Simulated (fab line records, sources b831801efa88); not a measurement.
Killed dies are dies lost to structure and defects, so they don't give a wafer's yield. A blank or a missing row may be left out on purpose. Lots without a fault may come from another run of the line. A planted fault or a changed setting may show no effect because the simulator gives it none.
Problem report in the 8D (eight disciplines) form, filled by code | flow gf180mcu | the parts of the form that need people (team, actions taken, sign-off) are left out

1. THE PROBLEM
V2_W_RS at GF_V2_RS_MEAS_24 reads a mean of 0.197 ohm/sq on 6 wafers of 2 lots; wafers without a fault read 0.329 ohm/sq with a standard deviation of 0.0038. That is -35 standard deviations from the usual mean.
The step: measures by four-point-probe.
First seen on wafer L785.1, day 23 12:07, on film_metro-02. The record holds 33 wafers of 11 lots with a number at this step. Rule for "out", or "out of limits": more than 4 standard deviations from the usual mean. The other wafers with a number count as sound.

2. WHAT IT IS AND WHAT IT IS NOT
question                    | is                           | is not
which readings at this step | V2_W_RS                      | -
which lots                  | L785, L789                   | L778, L779, L783, L784, L795, L797, L798, L799, L800
which wafers of those lots  | all that have a number       | -
read on which gauges        | film_metro-02, film_metro-03 | film_metro-01
when                        | from day 23 12:07            | up to then (12 sound wafers); but 15 sound wafers of L795, L797, L798, L799, L800 came after

3. SUSPECTS, AND WHAT RULES EACH OUT
Counting: a tool at a process step up to the reading stays a suspect if it ran every lot that is out and no sound lot after the first of them.
- the gauge at GF_V2_RS_MEAS_24: ruled out. The wafers that are out were read on 2 gauges (film_metro-02, film_metro-03).
- pvd_sputter-03 at GF_V2_SPUTTER_22 (material TiN, target thk 10 nm, time 40 s): ruled out as a lasting fault. Sound lots L795, L799, L800 ran on it after its first lot that is out, L785 (day 23 11:58).
- cvd_w-01 at GF_V2_CVD_23 (deposits W, target thk 350 nm, time 104.94 s): ruled out as a lasting fault. Sound lots L797, L799 ran on it after its first lot that is out, L785 (day 23 12:01).
Left after counting: nothing in the record.

4. THE CAUSE (what the simulator had put in)
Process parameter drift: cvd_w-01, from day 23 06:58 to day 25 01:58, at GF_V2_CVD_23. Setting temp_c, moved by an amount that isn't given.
Counting ruled it out, wrongly: the rule takes a fault to strike every lot that its tool runs from its start on, and this one did not.

5. THE CHAIN OF EFFECTS, in route order
Each row: a reading whose mean over the struck wafers that have a number lies more than 3 standard deviations from the usual. Only readings for which the record gives a usual standard deviation are gone through. hours: the time from each lot's start at the first step in this table that gives one to its start at this step, as a median over the lots. sigmas: the change in usual standard deviations.
hours | step              | reading            | usual        | on struck wafers | change | sigmas
0     | GF_V2_CVD_23      | heater_power_w     | 797 W        | 1130             | +333   | +3.0
0     | GF_V2_CVD_23      | susceptor_temp_C   | 399.96 C     | 453.57           | +53.61 | +99 or more
0     | GF_V2_RS_MEAS_24  | V2_W_RS            | 0.329 ohm/sq | 0.197            | -0.132 | -35
0     | GF_V2_THK_MEAS_25 | V2_W_THK           | 347 nm       | 568              | +221   | +51
0     | GF_V2_CMP_26      | time_to_endpoint_s | 83 s         | 137              | +54    | +15
The process steps in it:
- GF_V2_CVD_23: deposits W, target thk 350 nm, time 104.94 s.
- GF_V2_CMP_26: polishes, stops on SiO2, t overpolish 15 s, target thk 0 nm.

6. WHAT WOULD HAVE CAUGHT IT SOONER
In this record the first reading out of limits at a measuring or inspecting step was taken at day 23 12:07, 5 hours after the fault began at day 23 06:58.
The tool's own readings at GF_V2_CVD_23 were out on every struck wafer that the step has a row for (susceptor_temp_C): an alarm limit on them would have fired on the first of those.
